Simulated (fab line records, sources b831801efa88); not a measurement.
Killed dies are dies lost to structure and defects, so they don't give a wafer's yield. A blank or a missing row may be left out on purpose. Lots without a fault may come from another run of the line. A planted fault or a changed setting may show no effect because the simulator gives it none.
fab line records | flow sfq_line
record lots=6 wafers=18 last_day=95
route steps=325 shown I7@296
lots that met no fault: from a run of the same line without faults
start_h: hours from the record's first day to the start of the lot's first wafer shown | wait_h: hours since the lot's step before | " the same as in the row above | L1.1+2: a row that stands for several wafers | - no value, or no start given | * or withheld: withheld | < > ~ a bound
route shown NAME@n: a module of which the file shows steps, and the number in the route of the first | usual: mean/standard deviation of fault-free wafers | same: alike in all rows | chamber/n: place in a boat | sites: the reading at each site | _std_site: their standard deviation | _edge_site: outer sites' mean less inner sites' | radius_mm: how far each site lies from the wafer's centre | mask NAME#n: copy n | behind: the tool/chamber that last shaped the wafer | hold: why the lot was held/for how many hours/how that ended | device: the transistor (n, p or np) that didn't switch | end of line: the same wafers' tests at the end of the route | a step without rows: its recipe alone | killed: dies lost to structure and defects at the first sort, not the wafer's yield | map: a wafer's dies, x killed, . not, _ none there
set.NAME: the setting as run; set.NAME@STEP: as run at that earlier step | model.NAME: the simulator's own value behind a step, which no gauge read
lots at some steps of the route; a table a step, a row a wafer
services: from which hour (start_h, from the record's first day; less than 0 if before it) a tool's chamber was out of use, for how many hours, and why
## steps
# step SFQ_TRILAYER_I7_DEP_PECVD_183
# recipe material=SiO2 temp_c=150 time_s=111.11 pressure_torr=2.4 rf_w=183.3 precursor=SiH4/N2O target_thk_nm=500
# usual heater_power_w=82/12 throttle_valve_pct=24.5/1.3
# columns lot.wafer tool chamber start_h wait_h heater_power_w throttle_valve_pct
L254.2 pecvd-01 2 2016.87 0.0 74 23.8
L254.5 " 1 " " 94 23.7
L254.6 " 0 " " 89 26.8
L258.2 pecvd-02 2 2046.85 0.0 86 24.6
L258.3 " 0 " " 87 25.9
L258.6 " 2 " " 91 24.7
L259.3 pecvd-01 0 2061.25 0.0 74 27.1
L259.5 " 2 " " 83 23.6
L259.6 " 0 " " 78 26.9
L260.3 pecvd-02 1 2063.65 0.0 58 23.7
L260.4 " 2 " " 91 24.3
L260.5 " 1 " " 61 23.6
L262.2 pecvd-01 2 2099.39 0.0 80 23.7
L262.4 " 2 " " 81 24.0
L262.5 " 0 " " 86 26.9
L264.1 pecvd-01 0 2187.60 0.0 86 27.0
L264.3 " 1 " " 95 23.8
L264.5 " 0 " " 84 27.2
# step SFQ_TRILAYER_I7_CMP_CMP_184
# recipe material=SiO2 down_force_psi=3 platen_rpm=60 pad_velocity_m_s=0.94248
# usual head_pressure_psi=3.000/0.0061 motor_current_A=10.2/1 time_to_endpoint_s=214/7.1
# columns lot.wafer tool chamber start_h wait_h head_pressure_psi motor_current_A time_to_endpoint_s
L254.2 cmp-02 2 2022.57 5.7 2.997 11.0 216
L254.6 " 2 2024.57 7.6 2.999 11.7 222
L254.5 " 3 " " 3.005 9.5 222
L258.3 cmp-01 1 2048.33 1.4 3.004 10.1 218
L258.2 " 3 2049.33 2.4 3.004 9.6 209
L258.6 " 1 2050.33 3.4 2.998 9.8 215
L259.3 cmp-02 2 2063.38 2.1 2.999 11.3 211
L259.5 " 3 " " 3.000 8.8 210
L259.6 " 0 " " 3.002 8.8 222
L260.4 cmp-01 2 2063.73 0.0 2.990 11.3 232
L260.3 " 0 2064.73 1.0 3.000 9.8 212
L260.5 " 2 2065.73 2.0 2.994 11.2 220
L262.4 cmp-01 2 2099.47 0.0 2.997 10.5 218
L262.2 " 1 2100.97 1.5 2.991 9.3 218
L262.5 " 3 2101.97 2.5 3.010 10.5 218
L264.1 cmp-02 2 2188.18 0.5 3.009 11.5 210
L264.3 " 0 2189.18 1.5 3.005 8.6 218
L264.5 " 1 " " 2.986 11.5 216
# step SFQ_I7_BOW_MEAS_946
# recipe mode=bow
# usual I7_BOW=9/11
# columns lot.wafer tool chamber start_h wait_h I7_BOW[um]
L254.2 film_metro-01 - 2025.59 2.5 4
L254.5 " - " " 6
L254.6 " - " " 5
L258.2 film_metro-01 - 2051.35 1.5 7
L258.3 " - " " 10
L258.6 " - " " 1
L259.3 film_metro-04 - 2064.92 1.0 28
L259.5 " - " " 20
L259.6 " - " " 11
L260.3 film_metro-01 - 2066.77 1.5 1
L260.4 " - " " 7
L260.5 " - " " -4
L262.2 film_metro-04 - 2102.49 1.0 10
L262.4 " - " " -1
L262.5 " - " " 1
L264.1 film_metro-04 - 2190.68 2.0 24
L264.3 " - " " 24
L264.5 " - " " 13
# step SFQ_TRILAYER_I7_METRO_MEASURE_185
# usual thk_nm=203.4/1
# columns lot.wafer tool chamber start_h wait_h thk_nm
L254.2 film_metro-01 - 2025.89 0.3 203.0
L254.5 " - " " 202.1
L254.6 " - " " 202.5
L258.2 film_metro-01 - 2051.65 0.3 203.9
L258.3 " - " " 203.5
L258.6 " - " " 205.9
L259.3 film_metro-04 - 2065.40 0.5 202.0
L259.5 " - " " 203.7
L259.6 " - " " 204.1
L260.3 film_metro-01 - 2067.25 0.5 204.9
L260.4 " - " " 204.9
L260.5 " - " " 204.6
L262.2 film_metro-04 - 2102.79 0.3 204.3
L262.4 " - " " 205.1
L262.5 " - " " 203.2
L264.1 film_metro-04 - 2190.80 0.1 202.6
L264.3 " - " " 203.9
L264.5 " - " " 203.0
# step SFQ_TRILAYER_I7_VIA_LITHO_COAT_192
# recipe resist=BARC spin_rpm=3000 resist_thk_nm=62
# step SFQ_TRILAYER_I7_VIA_LITHO_COAT_187
# recipe resist=KrF spin_rpm=3000 resist_thk_nm=650
# step SFQ_TRILAYER_I7_VIA_LITHO_SOFTBAKE_191
# recipe temp_c=withheld time_s=withheld resist=KrF
# step SFQ_TRILAYER_I7_VIA_LITHO_EXPOSE_188
# recipe mask_id=I7 na=0.6 source_shape=conventional sigma_outer=0.65 target_cd_nm=1000 dose_mj=21.3
# step SFQ_TRILAYER_I7_VIA_LITHO_PEB_190
# recipe peb_temp_c=115 peb_time_s=60 resist=KrF
# step SFQ_TRILAYER_I7_VIA_LITHO_DEVELOP_189
# recipe time_s=60 resist=KrF
# step SFQ_I7_OVL_MEAS_947
# usual I7_OVL=-2/5.9
# columns lot.wafer tool chamber start_h wait_h I7_OVL[nm]
L254.2 overlay-01 - 2129.72 0.1 -14
L254.5 " - " " -6
L254.6 " - " " -11
L258.2 overlay-02 - 2147.72 0.1 0
L258.3 " - " " 3
L258.6 " - " " 6
L259.3 overlay-02 - 2160.61 0.1 -8
L259.5 " - " " -5
L259.6 " - " " -2
L260.3 overlay-02 - 2161.81 0.1 2
L260.4 " - " " -1
L260.5 " - " " -2
L262.2 overlay-02 - 2164.71 0.1 -1
L262.4 " - " " -6
L262.5 " - " " 5
L264.1 overlay-02 - 2194.25 0.1 -2
L264.3 " - " " -10
L264.5 " - " " -8
# step SFQ_TRILAYER_I7_VIA_BARC_OPEN_VIA_ETCH_260
# recipe mask_material=PR chemistry=O2 target_depth_nm=125 target=BARC source_w=500 bias_w=80 pressure_mtorr=30 time_s=41.7
# usual drypump_motor_current_A=5.8/0.41 oes_product_au=0.685/0.0046 rf_fwd_power_W=495.1/2.1
# columns lot.wafer tool chamber start_h wait_h drypump_motor_current_A oes_product_au rf_fwd_power_W rf_hours_counter_h
L254.2 rie_diel-03 3 2129.75 0.0 6.3 0.690 496.1 6
L254.5 " 1 " " 5.5 0.683 492.4 -
L254.6 " 0 " " 6.4 0.689 494.8 -
L258.2 rie_diel-04 2 2147.75 0.0 6.2 0.683 496.4 4
L258.3 " 3 " " 5.5 0.680 497.2 11
L258.6 " 0 " " 6.0 0.688 492.9 -
L259.3 rie_diel-04 1 2160.63 0.0 5.3 0.680 497.2 1
L259.5 " 0 " " 6.0 0.679 491.5 -
L259.6 " 1 " " 5.3 0.692 496.5 -
L260.3 rie_diel-03 0 2161.83 0.0 6.4 0.678 491.2 18
L260.4 " 1 " " 5.5 0.685 496.7 -
L260.5 " 3 " " 6.2 0.689 494.8 -
L262.2 rie_diel-04 2 2164.74 0.0 6.2 0.677 497.4 4
L262.4 " 3 " " 5.5 0.676 492.9 11
L262.5 " 1 " " 5.3 0.681 496.2 -
L264.1 rie_diel-03 1 2194.29 0.0 5.5 0.692 494.4 4
L264.3 " 3 " " 6.2 0.685 495.4 7
L264.5 " 0 " " 6.4 0.682 493.8 -
# step SFQ_TRILAYER_I7_VIA_ETCH_VIA_ETCH_190
# recipe target=SiO2 stop_on=Nb mask_material=PR taper_deg=20 chemistry=CHF3 target_depth_nm=260 source_w=500 bias_w=80 pressure_mtorr=30 time_s=withheld
# usual drypump_motor_current_A=5.8/0.41 oes_product_au=0.862/0.0052 rf_fwd_power_W=498.4/1.7
# columns lot.wafer tool chamber start_h wait_h drypump_motor_current_A oes_product_au rf_fwd_power_W model.KrF_of_TRILAYER_I7_VIA_LITHO_COAT_187.thk_nm
L254.2 rie_diel-03 3 2129.79 0.0 6.3 0.866 499.4 529.8
L254.5 " 1 " " 5.4 0.856 499.3 529.6
L254.6 " 0 " " 6.4 0.859 495.7 529.2
L258.2 rie_diel-04 2 2147.79 0.0 6.2 0.856 495.9 532
L258.3 " 3 " " 5.6 0.867 500.6 530.9
L258.6 " 0 " " 6.0 0.867 497.7 532.5
L259.3 rie_diel-04 1 2160.67 0.0 5.3 0.863 419.6 531.3
L259.5 " 0 " " 6.0 0.868 417.4 535.6
L259.6 " 1 " " 5.3 0.862 418.4 530.9
L260.3 rie_diel-03 0 2161.87 0.0 6.4 0.858 498.5 529.9
L260.4 " 1 " " 5.5 0.861 498.4 527
L260.5 " 3 " " 6.2 0.867 497.6 527.1
L262.2 rie_diel-04 2 2164.78 0.0 6.2 0.865 419.5 529.8
L262.4 " 3 " " 5.6 0.876 417.6 530.1
L262.5 " 1 " " 5.3 0.863 421.9 527.8
L264.1 rie_diel-03 1 2194.33 0.0 5.5 0.863 498.3 530.1
L264.3 " 3 " " 6.2 0.869 499.1 530
L264.5 " 0 " " 6.4 0.859 497.2 530.1
# step SFQ_TRILAYER_I7_VIA_STRIP_STRIP_191
# recipe gas=O2 power_w=200 platen_temp_c=40 overash_fraction=0.65 chemistry=O2 pressure_mtorr=50
# usual drypump_motor_current_A=5.81/0.26 oes_product_au=0.999/0.0083
# same overash_fraction=0.65
# columns lot.wafer tool chamber start_h wait_h drypump_motor_current_A oes_product_au rf_hours_counter_h
L254.2 rie_metal-01 1 2129.91 - 5.88 1.009 120
L254.5 " 0 " " 5.65 1.008 -
L254.6 " 1 " " 5.89 1.001 -
L258.2 rie_metal-01 0 2147.91 - 5.63 0.989 83
L258.3 " 1 " " 5.88 1.007 -
L258.6 " 0 " " 5.64 1.001 -
L259.3 rie_metal-01 0 2160.99 - 5.64 0.995 -
L259.5 " 1 " " 5.88 1.008 -
L259.6 " 0 " " 5.62 1.002 -
L260.3 rie_metal-02 0 2162.19 - 5.44 0.996 -
L260.4 " 1 " " 6.00 0.999 -
L260.5 " 0 " " 5.46 0.986 -
L262.2 rie_metal-04 0 2164.89 - 5.70 0.990 13
L262.4 " 0 " " 5.70 0.998 -
L262.5 " 1 " " 6.37 0.989 -
L264.1 rie_metal-01 0 2194.44 - 5.66 0.990 88
L264.3 " 0 " " 5.66 0.987 -
L264.5 " 0 " " 5.63 0.993 -
## services
# columns tool chamber start_h hours kind
rie_diel-03 2 2015.06 11.5 repair
rie_diel-04 3 2016.60 1.9 repair
cmp-01 - 2028.58 1.4 repair
rie_diel-03 1 2046.65 9.8 repair
film_metro-01 - 2046.70 0.8 pm
pecvd-01 - 2047.87 0.8 repair
rie_diel-03 3 2059.87 3.9 repair
rie_diel-04 1 2069.95 2.8 repair
pecvd-01 - 2078.19 1.1 repair
rie_diel-04 3 2085.07 5.4 repair
rie_diel-04 1 2088.25 8.2 repair
cmp-02 - 2091.02 1.1 repair
film_metro-01 - 2107.45 1.8 pm
cmp-01 - 2111.09 4.0 pm
film_metro-04 - 2113.49 0.5 pm
pecvd-01 1 2114.87 5.6 repair
rie_diel-04 1 2126.44 2.6 repair
cmp-01 - 2149.73 0.2 repair
rie_diel-03 1 2154.61 2.7 repair
pecvd-01 - 2165.88 0.2 repair
pecvd-01 2 2179.73 5.0 repair
film_metro-04 - 2182.31 1.1 pm
film_metro-04 - 2184.12 0.7 pm
rie_diel-03 3 2190.10 3.6 repair
## key
first_sign step=SFQ_TRILAYER_I7_VIA_ETCH_VIA_ETCH_190 reading=rf_fwd_power_W direction=down sigmas=47 usual=498.4 struck=419.1
effect none on later readings
model_effect step=SFQ_TRILAYER_I7_VIA_ETCH_VIA_ETCH_190 value=KrF_of_TRILAYER_I7_VIA_LITHO_COAT_187.thk_nm without=528.2 struck=530.9
met_at SFQ_TRILAYER_I7_VIA_ETCH_VIA_ETCH_190
struck_wafers L259.3,L259.5,L259.6,L262.2,L262.4,L262.5
onset_between 2147.79 2160.67
fault kind=process_parameter_drift tool=rie_diel-04 chamber=- onset_h=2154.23 steps=SFQ_TRILAYER_I7_VIA_ETCH_VIA_ETCH_190 channel=source_w offset=-80 shape=step end_h=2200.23 acts_in=these_recipes_only stated=500
